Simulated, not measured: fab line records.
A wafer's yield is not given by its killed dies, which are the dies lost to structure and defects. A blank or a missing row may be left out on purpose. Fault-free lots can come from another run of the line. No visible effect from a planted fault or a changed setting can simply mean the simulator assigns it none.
A lot that was struck, set against a sound lot -- flow sky130 -- 15 out of 708 route steps
Sound: wafers L551.4, L551.5, L551.6. Struck: wafer L565.6 (L565.2, L565.3, from the same lot, were not struck and are left out); the cause is given at the end.
Per side, at each step with rows, come the tool, then ch with its chambers, and then its first start. Under that, the readings that differ: sound wafers -- struck wafers -- difference of the means -- sigmas: that difference in standard deviations of wafers without a fault.
alike: readings with means less than 2 such deviations apart, plus words and numbers identical on both sides. not compared: withheld readings, readings lacking a value on some wafer, bounds such as >300 that could conceal the same value, and numbers that have no deviation in the record and whose values overlap.
Wherever a step has rows on one side only, a row that says differs or no value, or a row with sigmas, the two part there. When numbers do not overlap yet have no deviation, they are printed without sigmas and do not part them. Lack of a reading on every wafer of one side parts them only where that side has two or more wafers.

first, 4 steps without rows for these wafers: SKY_LI_CONTACT_SOFTBAKE_08 (time 90 s); SKY_LI_CONTACT_EXPOSE_09 (exposes mask LICM1, target cd 170 nm); SKY_LI_CONTACT_PEB_10; SKY_LI_CONTACT_DEVELOP_11 (develop time 60 s).
SKY_LI_CONTACT_CD_MEAS_12: the cd target is 170 nm.
  struck on cd-sem-02, day 33 23:57; sound on cd-sem-02, day 29 21:44
  alike: cd-nm
SKY_LI_CONTACT_OVL_MEAS_13:
  struck on overlay-02, day 34 00:04; sound on overlay-01, day 29 21:49
  alike: LI_CONTACT_OVL
SKY_LI_CONTACT_ETCH_14: etches BARC in N2/H2, stops on SiO2, time 45.9 s, target depth 60 nm.
  sound on rie-diel-04 ch 1,2,3, day 29 21:50; struck on rie-diel-02 ch 0, day 34 00:05
  alike: drypump-motor-current-A, oes-product-au, throttle-valve-pct
  not compared: rf-hours-counter-h
SKY_LI_CONTACT_ETCH_15: etches PSG in C4F8/O2/Ar, stops on Si, target depth 600 nm.
  sound on rie-diel-04 ch 1,2,3, day 29 21:53; struck on rie-diel-02 ch 0, day 34 00:08
reading,sound,struck,difference,sigmas
oes-product-au (a.u.),0.837 0.834 0.833,0.845,+0.010,+3
SKY_LI_CONTACT_STRIP_16: strips in O2/N2.
  sound on plasma-asher-01 ch 0,1, day 29 22:00; struck on plasma-asher-03 ch 1, day 34 00:13
  alike: drypump-motor-current-A, oes-product-au, strip-time-to-endpoint-s
  not compared: rf-hours-counter-h
then, 2 steps without rows for these wafers: SKY_LI_CONTACT_CLEAN_17 (cleans in NMP, time 600 s); SKY_LI_CONTACT_PRE_CLEAN_18 (time 5.6 s).
SKY_LI_CONTACT_SPUTTER_19: material Ti, target thk 20 nm, time 106.37 s.
  struck on pvd-sputter-01, day 34 00:31; sound on pvd-sputter-03, day 29 22:16
  alike: throttle-valve-pct
SKY_LI_CONTACT_SPUTTER_20: material TiN, target thk 20 nm, time 80 s.
  struck on pvd-sputter-01, day 34 00:35; sound on pvd-sputter-03, day 29 22:20
reading,sound,struck,difference,sigmas
model.TiN_of_LI_CONTACT_SPUTTER_20.thk-nm (nm),20.1 20.01 19.7,25.81,+5.87,
  alike: throttle-valve-pct
SKY_LI_CONTACT_CVD_21: deposits W, target thk 400 nm, time 120.56 s.
  sound on cvd-w-01 ch 0,1, day 29 22:26; struck on cvd-w-02 ch 0, day 34 00:39
  alike: chamber-pressure-Torr, heater-power-w
following that, these wafers have no rows for 1 step: SKY_PAD_OPEN_PROBE_99.

## WHERE THEY PART
Only at SKY_LI_CONTACT_ETCH_15, within this record. Later steps at which nothing parts them and some readings are alike: SKY_LI_CONTACT_STRIP_16, SKY_LI_CONTACT_SPUTTER_19, SKY_LI_CONTACT_SPUTTER_20, SKY_LI_CONTACT_CVD_21.

WHY: what the simulator had put in
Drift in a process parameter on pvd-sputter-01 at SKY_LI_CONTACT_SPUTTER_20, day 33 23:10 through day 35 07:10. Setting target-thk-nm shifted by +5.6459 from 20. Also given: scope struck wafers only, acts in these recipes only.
